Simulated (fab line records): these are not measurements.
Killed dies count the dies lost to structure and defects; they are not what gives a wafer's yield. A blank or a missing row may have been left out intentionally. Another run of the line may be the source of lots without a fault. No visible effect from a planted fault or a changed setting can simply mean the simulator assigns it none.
Struck lot and sound lot, side by side | flow sky130 | 18 out of 708 route steps
Sound: the wafers L373.2, L373.3, L373.6. Wafers struck: L366.1, L366.4, L366.6. At the end, the cause is stated.
Per side, at each step with rows, come the tool, then ch with its chambers, and then its first start. Under that, the readings that differ: sound wafers | struck wafers | difference of the means | sigmas: that difference in standard deviations of wafers without a fault.
alike: words and numbers the same on both sides, and readings whose means are apart by under 2 such deviations; not compared: readings that were withheld, readings missing a value for some wafer, numbers with overlapping values and no deviation given by the record, and bounds like >300 which may hide the same value.
Wherever a step has rows on one side only, a row that says differs or no value, or a row with sigmas, the two part there. Numbers that don't overlap but have no deviation are shown without sigmas and don't part them. Lack of a reading on every wafer of one side parts them only where that side has two or more wafers.

first, 3 steps without rows for these wafers: SKY_POLY_CUT_EXPOSE_05 (exposes mask NPCM, target cd 270 nm); SKY_POLY_CUT_PEB_06; SKY_POLY_CUT_DEVELOP_07 (develop time 60 s).
SKY_POLY_CUT_CD_MEAS_08: the cd target is 270 nm.
  sound: cd_sem-02 at day 29 03:41; struck: cd_sem-01 at day 25 23:52
  reading    | sound             | struck            | difference | sigmas
  cd_nm (nm) | 273.4 272.8 273.6 | 269.4 268.8 268.8 | -4.3       | -3
SKY_POLY_CUT_OVL_MEAS_09:
  sound: overlay-02 at day 29 03:48; struck: overlay-02 at day 25 23:59
  alike: POLY_CUT_OVL
SKY_POLY_CUT_ETCH_10: etches BARC in N2/H2, stops on SiO2, time 45.9 s, target depth 60 nm.
  sound on rie_diel-01 ch 0,1,2, day 29 03:50; struck on rie_diel-01 ch 2,3, day 26 00:01
  alike: bias_w, drypump_motor_current_A, oes_product_au, throttle_valve_pct
  not compared: rf_hours_counter_h
SKY_POLY_CUT_ETCH_11: etches Si3N4 in CF4/CH2F2/Ar, stops on poly-Si, time 42.5 s, target depth 60 nm.
  sound on rie_diel-01 ch 0,1,2, day 29 03:52; struck on rie_diel-01 ch 2,3, day 26 00:04
  alike: bias_w, drypump_motor_current_A, oes_product_au, throttle_valve_pct
  not compared: rf_hours_counter_h
SKY_POLY_CUT_STRIP_12: strips in O2/N2.
  sound on plasma_asher-04 ch 0,1, day 29 03:55; struck on plasma_asher-04 ch 1, day 26 00:06
  alike: drypump_motor_current_A, oes_product_au, strip_time_to_endpoint_s
  not compared: rf_hours_counter_h
then, 4 steps without rows for these wafers: SKY_SD_P_DEHYDRATE_00 (time 60 s); SKY_SD_P_HMDS_01 (prime time 60 s); SKY_SD_P_COAT_02 (resist thk 1140 nm); SKY_SD_P_SOFTBAKE_03 (time 60 s).
SKY_SD_P_EXPOSE_04: exposes mask PSDM, target cd 380 nm.
  sound on iline_stepper-02 ch 0, day 29 18:17; struck on iline_stepper-01 ch 0, day 26 14:14
  alike: mask
then, 2 steps without rows for these wafers: SKY_SD_P_PEB_05; SKY_SD_P_DEVELOP_06 (develop time 60 s).
SKY_SD_P_CD_MEAS_07: the cd target is 380 nm.
  sound: cd_sem-02 at day 30 07:32; struck: cd_sem-01 at day 27 04:16
  reading    | sound             | struck            | difference | sigmas
  cd_nm (nm) | 379.4 379.1 380.0 | 378.1 364.6 370.4 | -8.5       | -3
SKY_SD_P_OVL_MEAS_08:
  sound: overlay-01 at day 30 07:38; struck: overlay-02 at day 27 04:23
  alike: SD_P_OVL
-- a jump in the record: the struck wafers' starts before and after are 20 days apart (it breaks off in module SD_P and resumes in module PAD_OPEN, where the first step shown is number 708 of the route) --
SKY_PAD_OPEN_PROBE_99:
  sound: prober-01 at day 49 04:56; struck: prober-01 at day 47 12:34
  alike: killed_at_M0_to_M3, killed_at_M4_up, killed_at_contacts, killed_at_front_end, killed_at_other, killed_dies, killed_on_rim, killed_open, killed_short

== WHERE THEY PART ==
At SKY_POLY_CUT_CD_MEAS_08 first; at SKY_SD_P_CD_MEAS_07 last (within this record only). Later steps at which nothing parts them and some readings are alike: SKY_SD_P_OVL_MEAS_08, SKY_PAD_OPEN_PROBE_99.

WHY: what had been put in by the simulator
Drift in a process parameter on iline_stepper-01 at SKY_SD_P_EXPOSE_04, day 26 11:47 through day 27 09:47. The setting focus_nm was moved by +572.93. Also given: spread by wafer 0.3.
